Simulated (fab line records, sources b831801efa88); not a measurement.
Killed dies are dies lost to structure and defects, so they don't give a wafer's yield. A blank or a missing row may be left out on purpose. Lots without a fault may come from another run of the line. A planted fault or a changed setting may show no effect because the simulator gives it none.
Which tool did it? | flow sky130 | 12 lots, 36 wafers sampled, at 6 steps of a route of 708

WHAT THE GAUGES READ, wafer by wafer
SKY_FIELD_ISO_THK_MEAS_02. Usual: FIELD_ISO_OXIDATION_00_THK 11.90 nm, standard deviation 0.2.
lot  | measured    | on            | FIELD_ISO_OXIDATION_00_THK (nm) | flag
L993 | day 1 11:38 | film_metro-03 | 11.72 11.80 11.68               |
L995 | day 1 22:29 | film_metro-04 | 11.95 12.06 11.82               |
L998 | day 2 13:59 | film_metro-02 | 11.58 11.56 11.67               |
L105 | day 4 01:10 | film_metro-03 | 12.35 12.46 12.22               |
L106 | day 4 05:19 | film_metro-03 | 12.05 11.92 11.98               |
L107 | day 4 09:38 | film_metro-02 | 12.05 12.02 11.98               |
L108 | day 4 15:10 | film_metro-04 | 11.48 11.81 11.66               |
L110 | day 5 00:47 | film_metro-02 | 11.81 11.55 11.75               |
L112 | day 5 11:29 | film_metro-03 | 11.82 11.98 11.73               |
L113 | day 5 15:50 | film_metro-02 | 11.82 11.76 11.75               |
L115 | day 6 04:19 | film_metro-02 | 11.76 11.78 11.87               |
L116 | day 6 08:37 | film_metro-02 | 12.12 12.15 11.96               |

SKY_NWELL_THK_MEAS_02. Usual: NWELL_OXIDATION_THK 9.89 nm, standard deviation 0.2.
lot  | measured    | on            | NWELL_OXIDATION_THK (nm) | flag
L993 | day 2 14:05 | film_metro-04 | 9.77 9.79 9.67           |
L995 | day 3 00:12 | film_metro-03 | 9.95 10.11 10.02         |
L998 | day 3 14:06 | film_metro-03 | 9.77 10.00 9.71          |
L105 | day 5 04:03 | film_metro-01 | 9.76 10.10 9.88          |
L106 | day 5 09:27 | film_metro-01 | 9.79 9.59 9.61           |
L107 | day 5 13:47 | film_metro-04 | 10.11 10.16 10.07        |
L108 | day 5 16:37 | film_metro-04 | 9.52 9.68 9.66           |
L110 | day 6 07:07 | film_metro-03 | 10.09 10.21 10.32        |
L112 | day 6 17:29 | film_metro-01 | 9.96 10.04 10.04         |
L113 | day 6 23:22 | film_metro-01 | 10.12 9.98 10.01         |
L115 | day 7 08:49 | film_metro-01 | 9.96 9.99 9.94           |
L116 | day 7 14:13 | film_metro-03 | 9.83 9.74 9.64           |

SKY_VT_ADJUST_HVTP_CD_MEAS_07: target cd 380 nm. Usual: cd_nm 380 nm, standard deviation 3.
lot  | measured     | on        | cd_nm (nm)  | flag
L993 | day 6 03:58  | cd_sem-01 | 378 378 378 |
L995 | day 6 16:31  | cd_sem-02 | 379 378 378 |
L998 | day 7 09:03  | cd_sem-01 | 379 378 380 |
L105 | day 9 07:04  | cd_sem-02 | 384 385 385 |
L106 | day 9 14:10  | cd_sem-02 | - - -       | OFF
L107 | day 9 17:52  | cd_sem-02 | - - -       | OFF
L108 | day 9 21:48  | cd_sem-01 | - - -       | OFF
L110 | day 10 15:55 | cd_sem-02 | 383 383 384 |
L112 | day 11 03:43 | cd_sem-01 | 374 375 372 |
L113 | day 11 14:00 | cd_sem-01 | 380 378 381 |
L115 | day 12 00:34 | cd_sem-01 | 383 381 381 |
L116 | day 12 05:54 | cd_sem-02 | 382 379 382 |

SKY_VT_ADJUST_LVTN_TW_MEAS_10. Usual: VT_ADJUST_LVTN_TW 241.3, standard deviation 1.8.
lot  | measured     | on            | VT_ADJUST_LVTN_TW                         | flag
L993 | day 6 23:22  | film_metro-04 | 244.3 243.7 243.5                         |
L995 | day 7 12:07  | film_metro-02 | 239.9 239.7 240.8                         |
L998 | day 8 05:44  | film_metro-02 | 240.7 240.1 237.6                         |
L105 | day 10 05:27 | film_metro-04 | 244.5 244.1 243.5                         |
L106 | day 10 13:18 | film_metro-02 | 1347.0 1339.2 1336.9 1342.8 1343.0 1341.9 | OFF
L107 | day 10 17:26 | film_metro-01 | 1349.9 1355.3 1343.3 1345.1 1353.9 1342.8 | OFF
L108 | day 10 21:12 | film_metro-04 | 1367.0 1365.0 1360.3 1365.5 1371.8 1368.8 | OFF
L110 | day 11 16:07 | film_metro-04 | 243.3 242.8 242.6                         |
L112 | day 12 03:01 | film_metro-04 | 243.6 244.8 244.8                         |
L113 | day 12 13:33 | film_metro-04 | 243.8 243.3 243.7                         |
L115 | day 13 01:09 | film_metro-02 | 239.5 240.3 239.6                         |
L116 | day 13 07:11 | film_metro-01 | 242.8 241.0 240.7                         |

WHICH TOOL RAN EACH LOT (tool, then ch and the chambers of the sampled wafers, then the start)
lot  | SKY_FIELD_ISO_CMP_27         | SKY_VT_ADJUST_HVTP_COAT_02
L993 | cmp-01 ch 1,2, day 2 11:10   | litho_track-02 ch 0, day 5 19:04
L995 | cmp-02 ch 0,2,3, day 2 21:16 | litho_track-03 ch 0, day 6 06:53
L998 | cmp-02 ch 0,2, day 3 11:44   | litho_track-03 ch 0, day 6 22:25
L105 | cmp-02 ch 1,2,3, day 5 01:47 | litho_track-04 ch 0, day 8 19:51
L106 | cmp-02 ch 0,3, day 5 07:04   | litho_track-03, day 9 03:34
L107 | cmp-02 ch 0,1,2, day 5 09:57 | litho_track-03, day 9 07:22
L108 | cmp-01 ch 0,3, day 5 14:19   | litho_track-04, day 9 11:21
L110 | cmp-01 ch 0,2,3, day 6 02:54 | litho_track-02 ch 0, day 10 04:50
L112 | cmp-01 ch 0,3, day 6 14:24   | litho_track-03 ch 0, day 10 15:40
L113 | cmp-01 ch 0,1,2, day 6 19:01 | litho_track-03 ch 0, day 11 02:10
L115 | cmp-02 ch 1,2,3, day 7 06:21 | litho_track-04 ch 0, day 11 13:03
L116 | cmp-02 ch 0,2, day 7 10:47   | litho_track-03 ch 0, day 11 17:40
- SKY_FIELD_ISO_CMP_27: polishes, stops on Si3N4, t overpolish 16 s, target thk 457.8 nm.
- SKY_VT_ADJUST_HVTP_COAT_02: resist thk 1140 nm.

WHAT THE TOOLS THEMSELVES READ (means of the sampled wafers that have a number; where no wafer has one, the mark that the record gives instead)
SKY_FIELD_ISO_CMP_27. Usual: motor_current_A 11.5 A, standard deviation 1.4; overpolish_run_s 15.999 s, standard deviation 0.0086; slurry_flow_ml_min 150.0, standard deviation 0.46; time_to_endpoint_s 113 s, standard deviation 4.3.
lot  | tool   | motor_current_A (A) | overpolish_run_s (s) | slurry_flow_ml_min | time_to_endpoint_s (s) | flag
L993 | cmp-01 | 13.3                | 15.992               | 149.8              | 109                    |
L995 | cmp-02 | 10.6                | 16.001               | 150.6              | 115                    |
L998 | cmp-02 | 9.9                 | 16.006               | 149.8              | 113                    |
L105 | cmp-02 | 10.7                | 15.997               | 150.2              | 115                    |
L106 | cmp-02 | 11.5                | 16.003               | 149.8              | 113                    |
L107 | cmp-02 | 10.6                | 15.998               | 149.3              | 120                    |
L108 | cmp-01 | 13.3                | 16.005               | 150.1              | 106                    |
L110 | cmp-01 | 13.6                | 16.001               | 150.3              | 108                    |
L112 | cmp-01 | 13.5                | 15.992               | 150.1              | 111                    |
L113 | cmp-01 | 13.4                | 15.994               | 150.1              | 110                    |
L115 | cmp-02 | 11.1                | 15.998               | 149.9              | 114                    |
L116 | cmp-02 | 10.0                | 16.005               | 150.4              | 120                    |

SKY_VT_ADJUST_HVTP_COAT_02. Usual: chill_plate_temp_C 22.99 C, standard deviation 0.11; dispense_pressure_kPa 53.4 kPa, standard deviation 1.7.
lot  | tool           | chill_plate_temp_C (C) | dispense_pressure_kPa (kPa) | flag
L993 | litho_track-02 | 23.03                  | 54.6                        |
L995 | litho_track-03 | 23.01                  | 53.9                        |
L998 | litho_track-03 | 23.06                  | 53.9                        |
L105 | litho_track-04 | 22.92                  | 50.1                        |
L106 | litho_track-03 | -                      | -                           | OFF
L107 | litho_track-03 | -                      | -                           | OFF
L108 | litho_track-04 | -                      | -                           | OFF
L110 | litho_track-02 | 23.15                  | 54.6                        |
L112 | litho_track-03 | 23.07                  | 53.8                        |
L113 | litho_track-03 | 22.89                  | 53.9                        |
L115 | litho_track-04 | 23.10                  | 50.1                        |
L116 | litho_track-03 | 22.75                  | 53.9                        |

THE ANSWER, worked out from the rows above alone
Rule: a lot is off if the mean of its wafers that have a number lies more than 3 standard deviations from the usual mean. A lot without any number at a reading at which 4 lots or more have one is off too. The other lots that the step has rows for count as sound. The gauges are gone through in route order, then the tools' own readings, and for those a lot's mean is taken as printed above. The first step at which some lot is off is used, and at that step the reading that is off furthest; a lot without a number counts as furthest.
Off: L106, L107, L108, at SKY_VT_ADJUST_HVTP_CD_MEAS_07 (cd_nm). Without a number there: L106, L107, L108.
A tool fits if, at a process step before that reading, it ran every lot that is off, and no sound lot after the first of them. The gauges at SKY_VT_ADJUST_HVTP_CD_MEAS_07 aren't tried: what is off there is off at SKY_VT_ADJUST_LVTN_TW_MEAS_10 too, on other tools, and a gauge's error can't cause that. None of those tried fits.

WHAT THE SIMULATOR HAD PUT IN
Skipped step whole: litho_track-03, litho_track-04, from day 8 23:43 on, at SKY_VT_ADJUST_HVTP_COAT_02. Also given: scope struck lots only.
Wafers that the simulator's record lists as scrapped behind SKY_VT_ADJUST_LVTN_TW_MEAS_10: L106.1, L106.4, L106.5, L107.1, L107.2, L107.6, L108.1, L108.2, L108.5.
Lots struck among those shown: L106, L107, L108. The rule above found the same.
